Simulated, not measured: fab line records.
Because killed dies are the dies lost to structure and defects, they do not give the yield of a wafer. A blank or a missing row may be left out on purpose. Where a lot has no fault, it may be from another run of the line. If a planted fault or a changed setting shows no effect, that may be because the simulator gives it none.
Problem report in the 8D (eight disciplines) form, filled by code / flow gf180mcu / the parts of the form that need people (team, actions taken, sign-off) are left out

1. THE PROBLEM
At GF_M2_METAL_ETCH_16, run-length-s averages 136.4 s over 2 wafers from 2 lots, while fault-free wafers read 132.9 s, standard deviation 0.42. That is +8.5 standard deviations from the usual mean.
The step: etches the open film in Cl2/BCl3, stops on SiO2, target depth 627.5 nm, time 104.6 s.
Earliest sighting: wafer L654.1 on rie-metal-04 at day 22 01:16. The record holds 18 wafers of 6 lots with a number at this step. Rule for "out", or "out of limits": more than 4 standard deviations from the usual mean. The rest of the wafers with a number are treated as sound.

2. WHAT THIS IS AND IS NOT
question=which readings at this step | is=run-length-s | is not=drypump-motor-current-A, mfc-cl2-sccm, rf-fwd-power-W
question=which lots | is=L654, L658 | is not=L647, L660, L661, L669
question=which wafers of those lots | is=L654.1, L658.3 | is not=L654.4, L654.5, L658.2, L658.5
question=read on which tools | is=rie-metal-04 | is not=rie-metal-02, rie-metal-03
question=when | is=from day 22 01:16 | is not=up to then (5 sound wafers); but 11 sound wafers of L658, L660, L661, L669 came after

3. THE SUSPECTS, EACH WITH WHAT RULES IT OUT
Counting: a tool at a process step up to the reading stays a suspect if it ran every lot that is out. Sound lots after the first of them don't rule it out here, since some wafers of a struck lot are sound.
- pvd-sputter-02 at GF_M2_SPUTTER_04 (material TiN, target thk 50 nm, time 41.7 s): kept. Every lot that is out went through it, the first being L654 (day 21 01:37); the last sound lot it ran before that was L647 (day 18 12:04).
- rie-metal-04 at GF_M2_METAL_ETCH_16 (etches the open film in Cl2/BCl3, stops on SiO2, target depth 627.5 nm, time 104.6 s): kept. Every lot that is out went through it, the first being L654 (day 22 01:16); the last sound lot it ran before that was L647 (day 19 12:37). On those wafers its own readings are out: run-length-s.
- At GF_M2_METAL_ETCH_16 on rie-metal-04, chamber 0 took the sound wafers of the same lots and chamber 1 took the wafers that are out.
What counting leaves: pvd-sputter-02 at GF_M2_SPUTTER_04 and rie-metal-04 at GF_M2_METAL_ETCH_16.

4. THE CAUSE (what the simulator had put in)
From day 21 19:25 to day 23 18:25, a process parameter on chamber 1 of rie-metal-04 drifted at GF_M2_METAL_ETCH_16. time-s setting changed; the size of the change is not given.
Counting left 2 suspects, and this tool is among them.

5. THE CHAIN OF EFFECTS, in route order
Rows list readings where the struck wafers' mean (over those with a number) sits beyond 3 standard deviations from the usual. Only readings whose record carries a usual standard deviation are examined. hours: median over the lots of the time between each lot's start at the first step of this table that gives one and its start at this step. sigmas: the change, counted in usual standard deviations.
hours=0; step=GF_M2_METAL_ETCH_16; reading=oes-product-au; usual=0.972 a.u.; on struck wafers=0.952; change=-0.020; sigmas=-3.2
hours=0; step=GF_M2_METAL_ETCH_16; reading=run-length-s; usual=132.9 s; on struck wafers=136.4; change=+3.5; sigmas=+8.5
Process steps it contains:
- GF_M2_METAL_ETCH_16: etches the open film in Cl2/BCl3, stops on SiO2, target depth 627.5 nm, time 104.6 s.

6. HOW IT WOULD HAVE BEEN CAUGHT EARLIER
The fault began at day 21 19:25; the first out-of-limits reading in this record came at day 22 01:16, 6 hours later.
